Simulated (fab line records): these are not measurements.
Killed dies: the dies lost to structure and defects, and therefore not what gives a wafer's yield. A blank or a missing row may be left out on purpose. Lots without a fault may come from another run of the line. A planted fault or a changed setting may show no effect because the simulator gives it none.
One fault seen from 2 desks	flow gf180mcu	numbers are kept per desk, each desk with only its own; the story behind them comes last

== AT THE TOOL OWNER'S DESK: pvd-sputter-01 ==
The tool's own readings at GF_SALICIDE_SPUTTER_02 (material Co, target thk 10 nm, time 20 s): means of the sampled wafers that have a number, for each lot that ran on this tool. Marked OUT: a lot whose mean sits more than 4 standard deviations from the usual mean, which makes it out of limits; the brackets give that distance.
Columns: A = throttle-valve-pct at GF_SALICIDE_SPUTTER_02, usual 29.9 %
lot	first seen here	A
L340	day 16 17:16	30.1
L343	day 18 00:32	30.5
L344	day 18 02:02	30.1
L351	day 20 15:49	30.7
L353	day 21 10:26	30.5
This desk's verdict: no lot among the 5 shows anything out of limits.

== THE METROLOGY DESK ==
Means of the sampled wafers that have a number, per lot and without regard to the tool the lot ran on: this is what the gauges read. Marked OUT: a lot whose mean sits more than 4 standard deviations from the usual mean, which makes it out of limits; the brackets give that distance.
Columns: A = M5_OVL at GF_M5_OVL_MEAS_08, usual -2 nm; B = V5_W_RS at GF_V5_RS_MEAS_24, usual 0.327 ohm/sq
lot	first seen here	A	B
L336	day 26 17:56	-3	0.330
L338	day 27 07:17	-5	0.329
L339	day 27 15:29	-2	0.325
L340	day 27 16:56	7	0.329
L341	day 27 20:50	4	0.324
L342	day 28 05:36	-1	0.321
L343	day 28 18:53	0	0.325
L344	day 28 21:19	1	0.328
L351	day 30 21:38	1	0.328
L352	day 31 03:38	-7	0.328
L353	day 31 10:13	-5	0.325
L354	day 31 14:32	-5	0.325
L355	day 31 22:50	-5	0.326
L357	day 32 07:29	-8	0.325
This desk's verdict: no lot among the 14 shows anything out of limits.

== TAKEN TOGETHER ==
The tool owner's desk saw nothing out of limits.
Nothing out of limits was seen by the metrology desk.

== WHAT HAD BEEN PUT IN BY THE SIMULATOR ==
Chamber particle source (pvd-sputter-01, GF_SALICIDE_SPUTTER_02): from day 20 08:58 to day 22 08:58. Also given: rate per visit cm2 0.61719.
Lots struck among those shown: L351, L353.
